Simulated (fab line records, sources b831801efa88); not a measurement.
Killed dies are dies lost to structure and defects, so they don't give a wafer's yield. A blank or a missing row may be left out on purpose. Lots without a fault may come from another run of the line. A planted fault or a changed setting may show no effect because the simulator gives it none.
Which tool did it? | flow gf180mcu | 14 lots, 42 wafers sampled, at 4 steps of a route of 602

WHAT THE GAUGES READ, wafer by wafer
GF_M1_OVL_MEAS_15.
lot  | measured     | on         | M1_OVL (nm)
L101 | day 17 02:55 | overlay-01 | 13 17 19
L102 | day 17 13:07 | overlay-02 | 10 1 1
L103 | day 17 22:00 | overlay-01 | 5 9 1
L108 | day 19 16:00 | overlay-01 | 8 0 2
L110 | day 20 12:52 | overlay-02 | 12 5 9
L111 | day 20 20:02 | overlay-02 | 1 2 -4
L114 | day 22 09:29 | overlay-02 | -3 -5 -2
L118 | day 23 08:46 | overlay-02 | 0 4 -2
L119 | day 23 14:31 | overlay-01 | 16 6 12
L120 | day 23 21:07 | overlay-02 | 12 3 11
L121 | day 24 08:17 | overlay-02 | 6 4 -5
L122 | day 24 16:23 | overlay-02 | 1 -4 1
L123 | day 25 00:59 | overlay-01 | 1 5 3
L124 | day 25 09:40 | overlay-02 | -3 12 -3

GF_V1_OVL_MEAS_15.
lot  | measured     | on         | V1_OVL (nm)
L101 | day 18 03:43 | overlay-02 | 12 16 11
L102 | day 18 14:40 | overlay-02 | 10 3 8
L103 | day 18 22:58 | overlay-02 | 0 4 4
L108 | day 20 18:02 | overlay-01 | 6 13 7
L110 | day 21 14:04 | overlay-02 | -2 14 1
L111 | day 21 21:17 | overlay-01 | 10 0 6
L114 | day 23 10:41 | overlay-02 | -1 -2 4
L118 | day 24 07:57 | overlay-01 | 7 9 9
L119 | day 24 14:28 | overlay-02 | 5 1 -9
L120 | day 24 20:07 | overlay-01 | 2 6 6
L121 | day 25 06:32 | overlay-01 | -2 5 9
L122 | day 25 15:08 | overlay-02 | 4 -2 -2
L123 | day 25 23:40 | overlay-02 | 8 8 6
L124 | day 26 08:04 | overlay-01 | -1 -4 -5

WHICH TOOL RAN EACH LOT (tool, then ch and the chambers of the sampled wafers, then the start)
lot  | GF_M1_SPUTTER_01             | GF_V1_DEHYDRATE_06
L101 | pvd_sputter-03, day 16 03:40 | litho_track-02 ch 0, day 17 15:29
L102 | pvd_sputter-03, day 16 13:48 | litho_track-02 ch 0, day 18 02:02
L103 | pvd_sputter-02, day 16 22:09 | litho_track-03 ch 0, day 18 10:32
L108 | pvd_sputter-04, day 18 15:43 | litho_track-03 ch 0, day 20 05:11
L110 | pvd_sputter-03, day 19 11:53 | litho_track-03 ch 0, day 21 01:50
L111 | pvd_sputter-03, day 19 19:24 | litho_track-02 ch 0, day 21 08:45
L114 | pvd_sputter-03, day 21 10:46 | litho_track-01 ch 0, day 22 21:55
L118 | pvd_sputter-04, day 22 10:11 | litho_track-02 ch 0, day 23 20:18
L119 | pvd_sputter-03, day 22 15:25 | litho_track-02 ch 0, day 24 02:58
L120 | pvd_sputter-03, day 22 22:26 | litho_track-01 ch 0, day 24 09:09
L121 | pvd_sputter-03, day 23 10:00 | litho_track-02 ch 0, day 24 19:21
L122 | pvd_sputter-04, day 23 17:50 | litho_track-02 ch 0, day 25 04:00
L123 | pvd_sputter-02, day 24 02:52 | litho_track-03 ch 0, day 25 12:23
L124 | pvd_sputter-03, day 24 11:52 | litho_track-03 ch 0, day 25 20:34
- GF_M1_SPUTTER_01: material TiN, target thk 30 nm, time 25 s.
- GF_V1_DEHYDRATE_06: time 60 s.

WHAT THE TOOLS THEMSELVES READ (means of the sampled wafers that have a number; where no wafer has one, the mark that the record gives instead)
GF_M1_SPUTTER_01.
lot  | tool           | throttle_valve_pct (%)
L101 | pvd_sputter-03 | 30.4
L102 | pvd_sputter-03 | 30.3
L103 | pvd_sputter-02 | 31.1
L108 | pvd_sputter-04 | 30.1
L110 | pvd_sputter-03 | 31.1
L111 | pvd_sputter-03 | 30.3
L114 | pvd_sputter-03 | 29.5
L118 | pvd_sputter-04 | 30.2
L119 | pvd_sputter-03 | 29.6
L120 | pvd_sputter-03 | 28.9
L121 | pvd_sputter-03 | 29.8
L122 | pvd_sputter-04 | 30.2
L123 | pvd_sputter-02 | 31.2
L124 | pvd_sputter-03 | 29.8

GF_V1_DEHYDRATE_06.
lot  | tool           | resist_line_temp_C (C) | run_length_s (s)
L101 | litho_track-02 | 23.03                  | 89.16
L102 | litho_track-02 | 23.02                  | 89.25
L103 | litho_track-03 | 23.09                  | 88.89
L108 | litho_track-03 | 23.00                  | 91.56
L110 | litho_track-03 | 22.96                  | 91.55
L111 | litho_track-02 | 22.97                  | 89.16
L114 | litho_track-01 | 22.92                  | 89.06
L118 | litho_track-02 | 23.04                  | 89.04
L119 | litho_track-02 | 23.03                  | 89.09
L120 | litho_track-01 | 22.92                  | 89.13
L121 | litho_track-02 | 23.00                  | 89.17
L122 | litho_track-02 | 23.06                  | 89.11
L123 | litho_track-03 | 23.14                  | 88.84
L124 | litho_track-03 | 22.94                  | 88.96

THE ANSWER, worked out from the rows above alone
Rule: what is usual is taken from the lots themselves. Put in order of their means at a reading, lots are off if they are a third of the lots or fewer, leave a main group of 4 or more, and stand apart from it by a gap of 3 or more times the standard deviation of the main group's means; of several such gaps the widest counts. A main group whose means are all the same, to the digits that the tables above print for the reading, isn't used. A lot without any number at a reading at which 4 lots or more have one is off too. The other lots that the step has rows for count as sound. The gauges are gone through in route order, then the tools' own readings, and for those a lot's mean is taken as printed above. The first step at which some lot is off is used, and at that step the reading that is off furthest; a lot without a number counts as furthest.
Off: L108, L110, at GF_V1_DEHYDRATE_06 (run_length_s). The main group: mean 89.07 s, standard deviation 0.12.
A tool fits if, at that step or a process step before it, it ran every lot that is off, and no sound lot after the first of them. None of those tried fits.

WHAT THE SIMULATOR HAD PUT IN
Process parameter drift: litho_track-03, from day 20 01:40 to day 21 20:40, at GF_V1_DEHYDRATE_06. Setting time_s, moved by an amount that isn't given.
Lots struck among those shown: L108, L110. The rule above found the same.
